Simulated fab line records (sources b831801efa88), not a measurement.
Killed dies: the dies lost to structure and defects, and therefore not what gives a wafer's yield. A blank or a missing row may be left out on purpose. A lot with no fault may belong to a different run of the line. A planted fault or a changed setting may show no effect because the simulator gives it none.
Which tool did it? + flow sky130 + 14 lots with 42 wafers sampled at 2 steps, on a route of 708 steps

## WHAT EACH GAUGE READ, for each wafer
No reading from a measuring or inspecting step in the record can be judged against a usual standard deviation.

## TOOL THAT RAN EACH LOT (tool first, then ch and the chambers of the sampled wafers, then the start)
| lot  | SKY_CONTACT_ETCH_18               | SKY_CONTACT_STRIP_19                |
|------|-----------------------------------|-------------------------------------|
| L270 | rieDiel-02 ch 1,2, day 31 19:00   | plasmaAsher-04 ch 0, day 31 19:16   |
| L271 | rieDiel-04 ch 0,1,2, day 32 00:00 | plasmaAsher-02 ch 0,1, day 32 00:40 |
| L272 | rieDiel-02 ch 1,2,3, day 32 13:00 | plasmaAsher-04 ch 0,1, day 32 13:53 |
| L274 | rieDiel-04 ch 1,2,3, day 32 20:00 | plasmaAsher-04 ch 0,1, day 32 20:57 |
| L276 | rieDiel-04 ch 0,1, day 33 20:00   | plasmaAsher-02 ch 0,1, day 33 20:43 |
| L277 | rieDiel-04 ch 2,3, day 34 05:00   | plasmaAsher-04 ch 0,1, day 34 05:58 |
| L279 | rieDiel-02 ch 0,2,3, day 34 18:00 | plasmaAsher-02 ch 0,1, day 34 18:29 |
| L285 | rieDiel-01 ch 0,1,3, day 36 17:00 | plasmaAsher-04 ch 0,1, day 36 18:02 |
| L286 | rieDiel-02 ch 0,1, day 37 00:00   | plasmaAsher-02 ch 0,1, day 37 00:35 |
| L288 | rieDiel-04 ch 0,3, day 37 15:00   | plasmaAsher-02 ch 0,1, day 37 15:55 |
| L289 | rieDiel-02 ch 0,1,3, day 37 16:00 | plasmaAsher-04 ch 0,1, day 37 16:16 |
| L290 | rieDiel-01 ch 0,3, day 37 22:00   | plasmaAsher-04 ch 0,1, day 37 22:56 |
| L291 | rieDiel-04 ch 0,1,2, day 38 07:00 | plasmaAsher-04 ch 0,1, day 38 07:43 |
| L293 | rieDiel-02 ch 0,1,3, day 39 00:00 | plasmaAsher-03 ch 0,1, day 39 00:58 |
- SKY_CONTACT_ETCH_18: etches Si3N4 in CHF3/O2, stops on TiN, time 39 s, target depth 75 nm.
- SKY_CONTACT_STRIP_19: strips in O2/N2.

## WHAT THE TOOLS THEMSELVES READ (means of the sampled wafers that have a number; where no wafer has one, the mark that the record gives instead)
SKY_CONTACT_ETCH_18. Usual: biasW 200.0 W, standard deviation 0.56; drypumpMotorCurrentA 5.7 A, standard deviation 0.54; oesProductAu 0.853 a.u., standard deviation 0.0069; rfFwdPowerW 593.2 W, standard deviation 2.5; throttleValvePct 8.793 %, standard deviation 0.0087.
| lot  | tool       | biasW (W) | drypumpMotorCurrentA (A) | oesProductAu (a.u.) | rfFwdPowerW (W) | throttleValvePct (%) | flag |
|------|------------|-----------|--------------------------|---------------------|-----------------|----------------------|------|
| L270 | rieDiel-02 | 200.6     | 5.2                      | 0.859               | 591.7           | 8.795                |      |
| L271 | rieDiel-04 | 200.5     | 5.6                      | 0.854               | 594.9           | 8.792                |      |
| L272 | rieDiel-02 | 200.2     | 5.4                      | 0.849               | 592.4           | 8.788                |      |
| L274 | rieDiel-04 | 199.6     | 5.4                      | 0.859               | 593.3           | 8.795                |      |
| L276 | rieDiel-04 | 359.7     | 5.7                      | 0.852               | 595.5           | 8.795                | OFF  |
| L277 | rieDiel-04 | 359.3     | 5.6                      | 0.852               | 593.4           | 8.785                | OFF  |
| L279 | rieDiel-02 | 199.8     | 5.8                      | 0.857               | 593.1           | 8.788                |      |
| L285 | rieDiel-01 | 199.8     | 5.9                      | 0.850               | 592.0           | 8.795                |      |
| L286 | rieDiel-02 | 200.3     | 5.4                      | 0.856               | 593.1           | 8.790                |      |
| L288 | rieDiel-04 | 200.1     | 5.8                      | 0.859               | 592.2           | 8.793                |      |
| L289 | rieDiel-02 | 199.6     | 5.6                      | 0.841               | 592.9           | 8.792                |      |
| L290 | rieDiel-01 | 199.9     | 6.4                      | 0.854               | 592.2           | 8.788                |      |
| L291 | rieDiel-04 | 199.5     | 5.6                      | 0.851               | 594.8           | 8.800                |      |
| L293 | rieDiel-02 | 200.1     | 5.6                      | 0.851               | 592.5           | 8.795                |      |

SKY_CONTACT_STRIP_19. Usual: drypumpMotorCurrentA 5.8 A, standard deviation 0.64; oesProductAu 0.380 a.u., standard deviation 0.0047; stripTimeToEndpointS 3.659 s, standard deviation 0.022.
| lot  | tool           | drypumpMotorCurrentA (A) | oesProductAu (a.u.) | stripTimeToEndpointS (s) | flag |
|------|----------------|--------------------------|---------------------|--------------------------|------|
| L270 | plasmaAsher-04 | 6.6                      | 0.382               | 3.675                    |      |
| L271 | plasmaAsher-02 | 5.1                      | 0.382               | 3.668                    |      |
| L272 | plasmaAsher-04 | 6.2                      | 0.380               | 3.681                    |      |
| L274 | plasmaAsher-04 | 6.2                      | 0.380               | 3.656                    |      |
| L276 | plasmaAsher-02 | 5.3                      | 0.371               | 3.421                    | OFF  |
| L277 | plasmaAsher-04 | 6.1                      | 0.370               | 3.449                    | OFF  |
| L279 | plasmaAsher-02 | 5.1                      | 0.382               | 3.673                    |      |
| L285 | plasmaAsher-04 | 6.2                      | 0.374               | 3.662                    |      |
| L286 | plasmaAsher-02 | 5.1                      | 0.386               | 3.644                    |      |
| L288 | plasmaAsher-02 | 5.1                      | 0.379               | 3.675                    |      |
| L289 | plasmaAsher-04 | 5.7                      | 0.386               | 3.658                    |      |
| L290 | plasmaAsher-04 | 6.2                      | 0.381               | 3.640                    |      |
| L291 | plasmaAsher-04 | 6.2                      | 0.381               | 3.676                    |      |
| L293 | plasmaAsher-03 | 6.0                      | 0.374               | 3.631                    |      |

## THE ANSWER, worked out from the rows above alone
Rule: a lot is off if the mean of its wafers that have a number lies more than 3 standard deviations from the usual mean. Also off: a lot with no number at a reading for which 4 or more lots have one. The other lots that the step has rows for count as sound. After the gauges, taken in route order, come the tools' own readings; for these a lot's mean is taken, as printed above. The first step at which some lot is off is used, and at that step the reading that is off furthest; a lot without a number counts as furthest.
Off: L276, L277 (SKY_CONTACT_ETCH_18, biasW).
A tool fits if, at that step or a process step before it, it ran every lot that is off, and no sound lot after the first of them. None of those tried fits.

## WHAT HAD BEEN PUT IN BY THE SIMULATOR
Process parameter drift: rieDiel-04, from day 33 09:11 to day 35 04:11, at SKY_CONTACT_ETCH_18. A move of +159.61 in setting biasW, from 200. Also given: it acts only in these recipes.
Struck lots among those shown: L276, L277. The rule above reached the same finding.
